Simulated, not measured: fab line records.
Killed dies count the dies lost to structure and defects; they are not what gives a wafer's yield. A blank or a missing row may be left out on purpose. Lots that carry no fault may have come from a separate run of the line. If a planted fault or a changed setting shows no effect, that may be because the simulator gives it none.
A lot that was struck, set against a sound lot | flow sfq-line | 18 out of 325 route steps
Sound: wafers L628.2, L628.3, L628.5. Struck: wafer L643.5; the same lot's L643.6 was not struck, so it is left out; see the end for the cause.
At each step with rows: each side's tool, then ch and its chambers, then its first start. Under that, the readings that differ: sound wafers | struck wafers | difference of the means | sigmas: that difference in standard deviations of wafers without a fault.
alike: readings with means less than 2 such deviations apart, plus words and numbers identical on both sides. not compared: withheld readings, readings lacking a value on some wafer, bounds such as >300 that could conceal the same value, and numbers that have no deviation in the record and whose values overlap.
A row with sigmas, a row that says differs or no value, or rows on one side alone: a step with any of these is where the two part. Non-overlapping numbers with no deviation appear without sigmas and do not part them. A reading missing from all wafers of one side parts the sides only when that side holds two or more wafers.

first, 5 steps without rows for these wafers: SFQ_TRILAYER_I7_VIA_LITHO_COAT_187 (resist thk 650 nm); SFQ_TRILAYER_I7_VIA_LITHO_SOFTBAKE_191; SFQ_TRILAYER_I7_VIA_LITHO_EXPOSE_188 (exposes mask I7, target cd 1000 nm); SFQ_TRILAYER_I7_VIA_LITHO_PEB_190 (peb time 60 s); SFQ_TRILAYER_I7_VIA_LITHO_DEVELOP_189 (time 60 s).
SFQ_I7_OVL_MEAS_947:
  struck on overlay-01, day 80 13:08; sound on overlay-02, day 68 18:21
  alike: I7_OVL
SFQ_TRILAYER_I7_VIA_BARC_OPEN_VIA_ETCH_260: etches BARC in O2, target depth 125 nm, time 41.7 s.
  sound on rie-diel-02 ch 0,2,3, day 68 18:23; struck on rie-diel-03 ch 0, day 80 13:11
  alike: drypump-motor-current-A, oes-product-au
  not compared: rf-hours-counter-h
SFQ_TRILAYER_I7_VIA_ETCH_VIA_ETCH_190: etches SiO2 in CHF3, stops on Nb, target depth 260 nm.
  sound on rie-diel-02 ch 0,2,3, day 68 18:25; struck on rie-diel-03 ch 0, day 80 13:19
  alike: drypump-motor-current-A, oes-product-au
SFQ_TRILAYER_I7_VIA_STRIP_STRIP_191: strips in O2.
  sound on rie-metal-03 ch 0,1, day 68 18:32; struck on rie-metal-03 ch 1, day 80 13:46
  reading               | sound             | struck | difference | sigmas
  oes-product-au (a.u.) | 1.036 0.990 1.037 | 0.980  | -0.041     | -3
  alike: drypump-motor-current-A, platen-temp-c
  not compared: rf-hours-counter-h
then, 3 steps without rows for these wafers: SFQ_TRILAYER_I7_VIA_STRIP_SOLV_CLEAN_192 (cleans in NMP, time 600 s); SFQ_TRILAYER_M8_LITHO_LOR_COAT_197; SFQ_TRILAYER_M8_LITHO_LOR_BAKE_198.
SFQ_TRILAYER_M8_LITHO_COAT_193: resist thk 600 nm.
  sound on litho-track-03 ch 0, day 68 20:00; struck on litho-track-03 ch 0, day 80 15:00
  reading                                             | sound             | struck | difference | sigmas
  model.KrF_of_TRILAYER_M8_LITHO_COAT_193.thk-nm (nm) | 597.7 597.2 596.2 | 558.3  | -38.7      |
  alike: chill-plate-temp-C
then, 3 steps without rows for these wafers: SFQ_TRILAYER_M8_LITHO_SOFTBAKE_199; SFQ_TRILAYER_M8_LITHO_EXPOSE_194 (exposes mask M8, target cd 2000 nm); SFQ_TRILAYER_M8_LITHO_PEB_196 (peb time 60 s).
SFQ_TRILAYER_M8_LITHO_DEVELOP_195: img clear 15 s, time 55 s.
  sound on litho-track-04 ch 0, day 68 23:01; struck on litho-track-03 ch 0, day 80 23:47
  reading                                             | sound             | struck | difference | sigmas
  model.KrF_of_TRILAYER_M8_LITHO_COAT_193.thk-nm (nm) | 573.5 572.9 571.9 | 534.1  | -38.7      |
  alike: chill-plate-temp-C
SFQ_M8_OVL_MEAS_948:
  struck on overlay-02, day 80 23:52; sound on overlay-02, day 68 23:08
  alike: M8_OVL

## WHERE THEY PART
Only at SFQ_TRILAYER_I7_VIA_STRIP_STRIP_191, within this record. Later steps at which nothing parts them and some readings are alike: SFQ_TRILAYER_M8_LITHO_COAT_193, SFQ_TRILAYER_M8_LITHO_DEVELOP_195, SFQ_M8_OVL_MEAS_948.

WHY: the cause the simulator had injected
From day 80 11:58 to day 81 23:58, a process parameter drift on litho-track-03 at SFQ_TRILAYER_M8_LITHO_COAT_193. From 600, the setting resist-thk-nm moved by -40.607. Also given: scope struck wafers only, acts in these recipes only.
